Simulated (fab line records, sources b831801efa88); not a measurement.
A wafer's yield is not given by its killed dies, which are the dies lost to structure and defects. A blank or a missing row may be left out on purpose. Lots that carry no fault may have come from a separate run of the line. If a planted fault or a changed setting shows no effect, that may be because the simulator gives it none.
A lot that was struck, set against a sound lot | flow sky130 | 17 out of 708 route steps
Sound: these wafers, L382.3, L382.4, L382.6. The struck wafers were L378.1, L378.5, L378.6. Last of all comes the cause.
At each step with rows: each side's tool, then ch and its chambers, then its first start. Under that, the readings that differ: sound wafers | struck wafers | difference of the means | sigmas: that difference in standard deviations of wafers without a fault.
alike: readings whose means differ by less than 2 such deviations, and words and numbers that are the same on both sides. not compared: withheld readings, readings that some wafer has no value for, bounds like >300 that may hide the same value, and numbers for which the record gives no deviation and whose values overlap.
The two part at a step that has a row with sigmas, a row that says differs or no value, or rows on one side only. When numbers do not overlap yet have no deviation, they are printed without sigmas and do not part them. A reading missing from all wafers of one side parts the sides only when that side holds two or more wafers.

SKY_LI_CONTACT_CMP_02: polishes PSG.
  sound on cmp-02 ch 0,2, day 33 00:42; struck on cmp-01 ch 0,2,3, day 31 20:50
  alike: motor current A, time to endpoint s
SKY_LI_CONTACT_BOW_MEAS_03:
  sound: film metro-01 at day 33 01:02; struck: film metro-01 at day 31 21:02
  alike: LI_CONTACT_BOW
then, 8 steps without rows for these wafers: SKY_LI_CONTACT_DEHYDRATE_04 (time 60 s); SKY_LI_CONTACT_HMDS_05 (prime time 60 s); SKY_LI_CONTACT_COAT_06 (resist thk 60 nm); SKY_LI_CONTACT_COAT_07 (resist thk 450 nm); SKY_LI_CONTACT_SOFTBAKE_08 (time 90 s); SKY_LI_CONTACT_EXPOSE_09 (exposes mask LICM1, target cd 170 nm); SKY_LI_CONTACT_PEB_10; SKY_LI_CONTACT_DEVELOP_11 (develop time 60 s).
SKY_LI_CONTACT_CD_MEAS_12: the cd target is 170 nm.
  sound: cd sem-01 at day 34 04:16; struck: cd sem-01 at day 33 01:07
  alike: cd nm
SKY_LI_CONTACT_OVL_MEAS_13:
  sound: overlay-02 at day 34 04:21; struck: overlay-02 at day 33 01:14
  alike: LI_CONTACT_OVL
SKY_LI_CONTACT_ETCH_14: etches BARC in N2/H2, stops on SiO2, time 45.9 s, target depth 60 nm.
  sound on rie diel-01 ch 0,1,2, day 34 04:22; struck on rie diel-01 ch 0,1,2, day 33 01:16
  no value came back on the struck wafers for any of 6 readings (bias w (W), chamber pressure mTorr (mTorr) and others); on the sound wafers bias w (W) reads 99.83 99.73 99.95
  reading                                           | sound           | struck            | difference | sigmas
  model.KrF-thick_of_LI_CONTACT_COAT_07.thk nm (nm) | 391.8 392 391.6 | 436.1 436.4 436.4 | +44.5      |
  not compared: rf hours counter h
SKY_LI_CONTACT_ETCH_15: etches PSG in C4F8/O2/Ar, stops on Si, target depth 600 nm.
  sound on rie diel-01 ch 0,1,2, day 34 04:25; struck on rie diel-01 ch 0,1,2, day 33 01:19
  reading                                           | sound             | struck            | difference | sigmas
  oes product au (a.u.)                             | 0.838 0.835 0.841 | 0.378 0.376 0.376 | -0.461     | -99 or more
  model.KrF-thick_of_LI_CONTACT_COAT_07.thk nm (nm) | 229.3 229.4 229.5 | 275.9 276.2 275.2 | +46.4      |
  alike: bias w, chamber pressure mTorr
SKY_LI_CONTACT_STRIP_16: strips in O2/N2.
  sound on plasma asher-04 ch 0,1, day 34 04:32; struck on plasma asher-03 ch 0,1, day 33 01:24
  reading                      | sound             | struck            | difference | sigmas
  oes product au (a.u.)        | 0.372 0.379 0.372 | 0.391 0.397 0.392 | +0.019     | +4
  strip time to endpoint s (s) | 3.474 3.457 3.474 | 3.976 3.988 3.971 | +0.510     | +20
  alike: drypump motor current A, o2 flow sccm
  not compared: rf hours counter h
then, 1 step without rows for these wafers: SKY_LI_CONTACT_CLEAN_17 (cleans in NMP, time 600 s).
-- the record jumps here: 16 days lie between the struck wafers' starts before and after (it left off in module LI_CONTACT and takes up again in module PAD_OPEN, whose first step shown is number 708 of the route) --
SKY_PAD_OPEN_PROBE_99:
  sound: prober-01 at day 49 10:50; struck: prober-01 at day 48 16:11
  reading            | sound    | struck      | difference | sigmas
  killed_at_M0_to_M3 | 48 38 40 | 209 209 179 | +157       | +21
  killed_at_M4_up    | 3 2 2    | 54 56 70    | +58        | +30
  killed at contacts | 20 22 20 | 152 158 171 | +140       | +26
  killed at other    | 1 1 0    | 54 54 56    | +54        | +99 or more
  killed dies        | 85 88 79 | 492 492 492 | +408       | +41
  killed on rim      | 14 10 16 | 96 96 96    | +83        | +21
  alike: killed at front end, killed open, killed short

## WHERE THEY PART
At SKY_LI_CONTACT_ETCH_14 first; at SKY_PAD_OPEN_PROBE_99 last (within this record only).

WHY: what the simulator had put in
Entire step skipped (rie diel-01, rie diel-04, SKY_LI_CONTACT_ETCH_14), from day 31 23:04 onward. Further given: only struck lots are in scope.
